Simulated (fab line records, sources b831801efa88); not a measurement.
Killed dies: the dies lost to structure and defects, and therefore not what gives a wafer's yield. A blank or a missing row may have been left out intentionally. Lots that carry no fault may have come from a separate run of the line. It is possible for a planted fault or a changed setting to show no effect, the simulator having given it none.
Comparing a struck lot with a sound one || flow sky130 || 16 steps out of a route of 708
Sound: wafers L753.1, L753.2, L753.3. Struck: wafer L772.4 (L772.2, L772.6, from the same lot, were not struck and are left out); the cause is given at the end.
Each step with rows lists, per side, the tool, then ch with its chambers, then its first start. Under that, the readings that differ: sound wafers || struck wafers || difference of the means || sigmas: that difference in standard deviations of wafers without a fault.
alike: readings whose means differ by less than 2 such deviations, and words and numbers that are the same on both sides. not compared: withheld readings, readings that some wafer has no value for, bounds like >300 that may hide the same value, and numbers for which the record gives no deviation and whose values overlap.
The two part at a step that has a row with sigmas, a row that says differs or no value, or rows on one side only. Numbers that don't overlap but have no deviation are shown without sigmas and don't part them. A reading missing from all wafers of one side parts the sides only when that side holds two or more wafers.

first, 2 steps without rows for these wafers: SKY_METAL4_PEB_11; SKY_METAL4_DEVELOP_12 (develop time 60 s).
SKY_METAL4_CD_MEAS_13: the cd target is 300 nm.
  sound on cd_sem-01 at day 41 23:44; struck on cd_sem-01 at day 47 06:39
  alike: cd_nm
SKY_METAL4_OVL_MEAS_14:
  sound on overlay-02 at day 41 23:52; struck on overlay-02 at day 47 06:46
  alike: METAL4_OVL
then, 1 step without rows for these wafers: SKY_METAL4_DESCUM_15 (chemistry O2, time 8 s).
SKY_METAL4_ETCH_16: etches BARC in N2/H2, stops on SiO2, time 88.2 s, target depth 60 nm.
  sound on rie_metal-02 ch 0,1, day 41 23:56; struck on rie_metal-04 ch 1, day 47 06:49
  alike: drypump_motor_current_A, he_backside_leak_sccm, oes_product_au, throttle_valve_pct
  not compared: rf_hours_counter_h
SKY_METAL4_ETCH_17: etches SiO2 in C4F8/O2/Ar, stops on TiN, time 3.9 s, target depth 15 nm.
  sound on rie_diel-03 ch 1,2,3, day 42 00:02; struck on rie_diel-02 ch 1, day 47 06:55
  alike: oes_product_au
  not compared: rf_hours_counter_h
SKY_METAL4_METAL_ETCH_18: etches the open film in Cl2/BCl3, stops on SiO2, target depth 845 nm, time 183.1 s.
  sound on rie_metal-03 ch 0,1, day 42 00:03; struck on rie_metal-02 ch 1, day 47 06:56
  alike: drypump_motor_current_A, he_backside_leak_sccm, oes_product_au, throttle_valve_pct
  not compared: rf_hours_counter_h
SKY_METAL4_STRIP_19: strips in O2/N2.
  sound on plasma_asher-02 ch 0,1, day 42 00:13; struck on plasma_asher-04 ch 1, day 47 07:07
  alike: drypump_motor_current_A, o2_flow_sccm, oes_product_au, strip_time_to_endpoint_s
  not compared: rf_hours_counter_h
then, 3 steps without rows for these wafers: SKY_METAL4_STRIP_20 (strips in post etch residue remover, time 1200 s); SKY_METAL4_CLEAN_21 (cleans in IPA, time 180 s); SKY_METAL4_CLEAN_22 (cleans in O3/DIW).
SKY_VIA4_HDPCVD_00: deposits SiO2, target thk 1750 nm, time 291.7 s.
  sound on hdpcvd-02 ch 0,1,2, day 42 00:49; struck on hdpcvd-02 ch 0, day 47 07:46
{"reading": "run_length_s (s)", "sound": "320.0 320.3 319.7", "struck": 386.4, "difference": "+66.4", "sigmas": "+99 or more"}
{"reading": "model.SiO2_of_VIA4_HDPCVD_00.thk_nm (nm)", "sound": "1756 1756 1760", "struck": 2113, "difference": "+356", "sigmas": ""}
SKY_VIA4_THK_MEAS_01:
  sound on film_metro-01 at day 42 01:00; struck on film_metro-04 at day 47 08:11
{"reading": "VIA4_HDPCVD_THK (nm)", "sound": "1758 1759 1761", "struck": 2113, "difference": "+354", "sigmas": "+16"}
  not compared: hold
SKY_VIA4_CMP_02: polishes SiO2.
  sound on cmp-01 ch 0,1,2, day 42 01:04; struck on cmp-02 ch 0, day 47 10:50
{"reading": "hold", "sound": "- - -", "struck": "await_dispo/2.6h/release", "difference": "no value on the sound wafers", "sigmas": ""}
  alike: motor_current_A
SKY_PAD_OPEN_PROBE_99:
  rows exist in the record for the sound wafers here (prober-01, day 46 01:04), none for the struck ones

== WHERE THEY PART ==
First at SKY_VIA4_HDPCVD_00; last, within this record, at SKY_PAD_OPEN_PROBE_99.

WHY: what had been put in by the simulator
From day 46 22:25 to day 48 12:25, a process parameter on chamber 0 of hdpcvd-02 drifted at SKY_VIA4_HDPCVD_00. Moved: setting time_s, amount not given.
